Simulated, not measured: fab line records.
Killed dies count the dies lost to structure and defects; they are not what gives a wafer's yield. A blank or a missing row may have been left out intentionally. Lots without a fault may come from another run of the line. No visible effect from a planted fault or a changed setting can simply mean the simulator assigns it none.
Struck lot and sound lot, side by side | flow sfqLine | 14 steps out of a route of 325
Sound: these wafers, L836.1, L836.5, L836.6. Struck: wafers L828.1, L828.2, L828.5. The cause is given at the end.
Each step with rows lists, per side, the tool, then ch with its chambers, then its first start. Under that, the readings that differ: sound wafers | struck wafers | difference of the means | sigmas: that difference in standard deviations of wafers without a fault.
alike: same words and numbers on both sides, and readings whose means sit less than 2 such deviations apart. not compared: any withheld reading, any reading some wafer has no value for, any bound like >300 that may hide the same value, and any number with overlapping values for which the record gives no deviation.
The two part at a step that has a row with sigmas, a row that says differs or no value, or rows on one side only. Numbers that don't overlap but have no deviation are shown without sigmas and don't part them. Lack of a reading on every wafer of one side parts them only where that side has two or more wafers.

first, 3 steps without rows for these wafers: SFQ_TRILAYER_R5_LITHO_EXPOSE_137 (exposes mask R5, target cd 500 nm); SFQ_TRILAYER_R5_LITHO_PEB_139 (peb time 60 s); SFQ_TRILAYER_R5_LITHO_DEVELOP_138 (time 60 s).
SFQ_R5_OVL_MEAS_935:
  sound: overlay-02 at day 81 01:55; struck: overlay-02 at day 78 07:55
  alike: R5_OVL
SFQ_TRILAYER_R5_BARC_OPEN_METAL_ETCH_177: etches BARC in O2, target depth 125 nm, time 41.7 s.
  sound on rieMetal-04 ch 0,1, day 81 01:57; struck on rieMetal-03 ch 0,1, day 78 07:57
  alike: drypumpMotorCurrentA, heBacksideLeakSccm, oesProductAu, rfFwdPowerW
  not compared: rfHoursCounterH
SFQ_TRILAYER_R5_ETCH_METAL_ETCH_139: etches the open film in Cl2, stops on SiO2, target depth 60 nm, time 40 s.
  sound on rieMetal-04 ch 0,1, day 81 02:01; struck on rieMetal-03 ch 0,1, day 78 08:01
reading         | sound       | struck      | difference | sigmas
rfFwdPowerW (W) | 599 598 592 | 593 586 587 | -8         | -2
  alike: drypumpMotorCurrentA, heBacksideLeakSccm, oesProductAu
  not compared: rfHoursCounterH
SFQ_TRILAYER_R5_STRIP_STRIP_140: strips in O2.
  sound on rieMetal-04 ch 0,1, day 81 02:04; struck on rieMetal-03 ch 0,1, day 78 08:04
  alike: drypumpMotorCurrentA, heBacksideLeakSccm, oesProductAu
  not compared: rfHoursCounterH
then, 1 step without rows for these wafers: SFQ_TRILAYER_R5_STRIP_SOLV_CLEAN_141 (cleans in NMP, time 600 s).
SFQ_TRILAYER_A5C_DEP_PECVD_142: deposits SiO2 from SiH4/N2O, time 15.556 s, target thk 70 nm.
  sound on pecvd-01 ch 1,2, day 81 02:51; struck on pecvd-03 ch 0,2, day 78 09:01
  alike: heaterPowerW, rfFwdPowerW, throttleValvePct
then, 3 steps without rows for these wafers: SFQ_TRILAYER_I5_LITHO_COAT_149 (resist thk 62.43 nm); SFQ_TRILAYER_I5_LITHO_COAT_144 (resist thk 650 nm); SFQ_TRILAYER_I5_LITHO_SOFTBAKE_148.
SFQ_TRILAYER_I5_LITHO_EXPOSE_145: exposes mask I5, target cd 700 nm.
  sound on krfScanner-02 ch 0, day 81 03:37; struck on krfScanner-02, day 78 09:58
  no value came back on the struck wafers for exposureDoseMJCm2, focusOffsetNm (nm), sigmaOuter; on the sound wafers exposureDoseMJCm2 reads 21.287 21.295 21.319
  alike: mask
then, 1 step without rows for these wafers: SFQ_TRILAYER_I5_LITHO_PEB_147 (peb time 60 s).

## WHERE THEY PART
Last at SFQ_TRILAYER_I5_LITHO_EXPOSE_145 as far as this record goes, first at SFQ_TRILAYER_R5_ETCH_METAL_ETCH_139.

WHY: the cause the simulator had injected
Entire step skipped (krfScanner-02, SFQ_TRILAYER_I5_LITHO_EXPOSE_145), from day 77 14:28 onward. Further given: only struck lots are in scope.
